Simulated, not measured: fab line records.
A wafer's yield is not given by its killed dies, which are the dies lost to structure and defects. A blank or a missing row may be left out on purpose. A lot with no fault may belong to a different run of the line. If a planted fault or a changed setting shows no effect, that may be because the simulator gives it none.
Commonality check across tools	flow gf180mcu	15 lots and 54 wafers in the sample

WHAT PROMPTED THE OPENING
GF_MVPSD_TW_MEAS_11, reading MVPSD_TW: flagged on 3 of 15 lots. No-fault wafers: 554, standard deviation 4.4.
Rule: a lot is flagged when every wafer of it that has a number lies more than 4 standard deviations from that mean, or none has a number. The other lots count as sound.

lot	measured	on	MVPSD_TW, wafer by wafer	flag
L702	day 5 18:20	film_metro-03	547 549 548	
L703	day 5 19:47	film_metro-03	549 551 547	
L704	day 6 05:33	film_metro-03	548 550 549	
L705	day 6 06:11	film_metro-02	554 558 557	
L708	day 6 18:56	film_metro-01	558 556 556	
L707	day 6 19:17	film_metro-01	556 559 557	
L709	day 7 06:26	film_metro-01	322 322 324 322 323 324	FLAGGED
L711	day 7 08:41	film_metro-02	319 321 320 320 321 321	FLAGGED
L712	day 7 15:08	film_metro-01	322 322 323 322 321 324	FLAGGED
L718	day 9 00:38	film_metro-01	556 558 556	
L720	day 9 09:17	film_metro-02	554 556 560	
L721	day 9 15:20	film_metro-02	558 557 561	
L723	day 10 04:14	film_metro-02	560 556 556	
L724	day 10 08:08	film_metro-02	558 559 557	
L725	day 10 13:22	film_metro-03	548 550 552	
The mean of the flagged lots' numbers is 322, -232 from the usual (-53 standard deviations).

LOT BY LOT: THE TOOL USED
The record holds 1 process step before the reading, out of a route of 602 steps. In each cell: the tool, then ch and the chambers that the sampled wafers went through, then the start.
lot	flag	GF_MVPSD_IMPLANT_08
L702		implanter-01 ch 0, day 5 17:56
L703		implanter-02 ch 0, day 5 19:24
L704		implanter-04 ch 0, day 6 05:11
L705		implanter-01 ch 0, day 6 05:47
L708		implanter-01 ch 0, day 6 18:32
L707		implanter-02 ch 0, day 6 18:54
L709	FLAGGED	implanter-04, day 7 06:02
L711	FLAGGED	implanter-01, day 7 08:17
L712	FLAGGED	implanter-04, day 7 14:44
L718		implanter-04 ch 0, day 9 00:15
L720		implanter-04 ch 0, day 9 08:53
L721		implanter-01 ch 0, day 9 14:56
L723		implanter-01 ch 0, day 10 03:51
L724		implanter-04 ch 0, day 10 07:45
L725		implanter-04 ch 0, day 10 13:00
These steps, and what they do:
- GF_MVPSD_IMPLANT_08
- GF_MVPSD_TW_MEAS_11

FLAGGED OVER TOTAL, TOOL BY TOOL (the gauges that took the reading come last)
step	tool	lots run	flagged	share of the flagged lots	sound lots run after its first flagged lot
GF_MVPSD_IMPLANT_08	implanter-01	6	1	some	2 (L721,L723)
GF_MVPSD_IMPLANT_08	implanter-02	2	0	none	-
GF_MVPSD_IMPLANT_08	implanter-04	7	2	some	4 (L718,L720,L724,L725)
GF_MVPSD_TW_MEAS_11	film_metro-01	5	2	some	1 (L718)
GF_MVPSD_TW_MEAS_11	film_metro-02	6	1	some	4 (L720,L721,L723,L724)
GF_MVPSD_TW_MEAS_11	film_metro-03	4	0	none	-

THE TABLE: WHAT IT ALLOWS
No row of the table ran every flagged lot.

WHAT THE SIMULATOR HAD INSERTED
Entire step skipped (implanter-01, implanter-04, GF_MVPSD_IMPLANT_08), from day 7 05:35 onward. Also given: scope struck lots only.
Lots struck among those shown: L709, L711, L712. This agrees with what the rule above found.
